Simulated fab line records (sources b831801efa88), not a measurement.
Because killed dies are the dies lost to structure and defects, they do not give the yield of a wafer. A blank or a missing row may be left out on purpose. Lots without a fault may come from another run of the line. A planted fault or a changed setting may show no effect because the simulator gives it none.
2 desks looking at one fault | flow gf180mcu | each desk has only its own numbers; what lay behind them comes last

DESK OF THE TOOL OWNER: pvd sputter-02
The tool's own readings at GF_M4_SPUTTER_02 (material AlCu, target thk 450 nm, time 23.9 s): means of the sampled wafers that have a number, for each lot that ran on this tool. If a lot's mean is further than 4 standard deviations from the usual mean, the lot is out of limits and carries the mark OUT (the distance appears in the brackets).
Columns: A = throttle valve pct at GF_M4_SPUTTER_02, usual 30.4 %
lot  | first seen here | A
L537 | day 23 11:41    | 29.8
L544 | day 25 21:41    | 29.1
L546 | day 26 13:59    | 29.3
L550 | day 27 13:22    | 29.4
L552 | day 28 06:55    | 29.4
L553 | day 28 17:11    | 29.5
This desk's verdict: no lot among the 6 shows anything out of limits.

FROM THE METROLOGY DESK
What the gauges read, lot by lot, whatever tool the lot ran on: means of the sampled wafers that have a number. If a lot's mean is further than 4 standard deviations from the usual mean, the lot is out of limits and carries the mark OUT (the distance appears in the brackets).
Columns: A = V3_OVL at GF_V3_OVL_MEAS_15, usual -1 nm; B = M4_ALCU_RS at GF_M4_RS_MEAS_05, usual 0.0699 ohm/sq; C = M4_ALCU_THK at GF_M4_THK_MEAS_06, usual 451 nm
lot  | first seen here | A   | B                 | C
L534 | day 22 09:07    | 4   | 0.0711            | 445
L535 | day 22 17:52    | -4  | 0.0697            | 450
L536 | day 22 22:13    | 4   | 0.0702            | 449
L537 | day 23 10:10    | 1   | 0.0696            | 454
L544 | day 25 20:09    | -4  | 0.0682            | 464
L546 | day 26 12:28    | 3   | 0.0694            | 452
L550 | day 27 11:48    | 5   | 0.0747 (+5.8) OUT | 428 (-4.0) OUT
L552 | day 28 05:22    | -11 | 0.0808 (+13) OUT  | 394 (-9.8) OUT
L553 | day 28 15:40    | -2  | 0.0751 (+6.3) OUT | 424 (-4.7) OUT
L555 | day 29 06:02    | -5  | 0.0697            | 452
L556 | day 29 13:42    | 1   | 0.0707            | 445
L557 | day 29 23:05    | -3  | 0.0699            | 455
Finding of this desk: L550, L552, L553 out of limits, first seen on L550 at day 27 13:27 (M4_ALCU_RS at GF_M4_RS_MEAS_05). L534, L535, L536, L537, L544, L546, L555, L556, L557 stayed within limits.

ALL TOGETHER
An alarm was possible from the metrology desk at day 27 13:27, on L550, L552, L553.
Nothing out of limits was seen by the tool owner's desk.
Tool owner's desk: L550, L552, L553 on record, inside its limits.
GF_M4_SPUTTER_02 was run on pvd sputter-02 by each of the lots named.

WHAT THE SIMULATOR HAD INSERTED
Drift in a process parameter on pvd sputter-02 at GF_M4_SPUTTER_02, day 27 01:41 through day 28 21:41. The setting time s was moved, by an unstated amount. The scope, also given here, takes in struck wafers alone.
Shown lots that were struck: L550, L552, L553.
Hours from the fault's start to each desk's first reading out of limits: the metrology desk, 12.
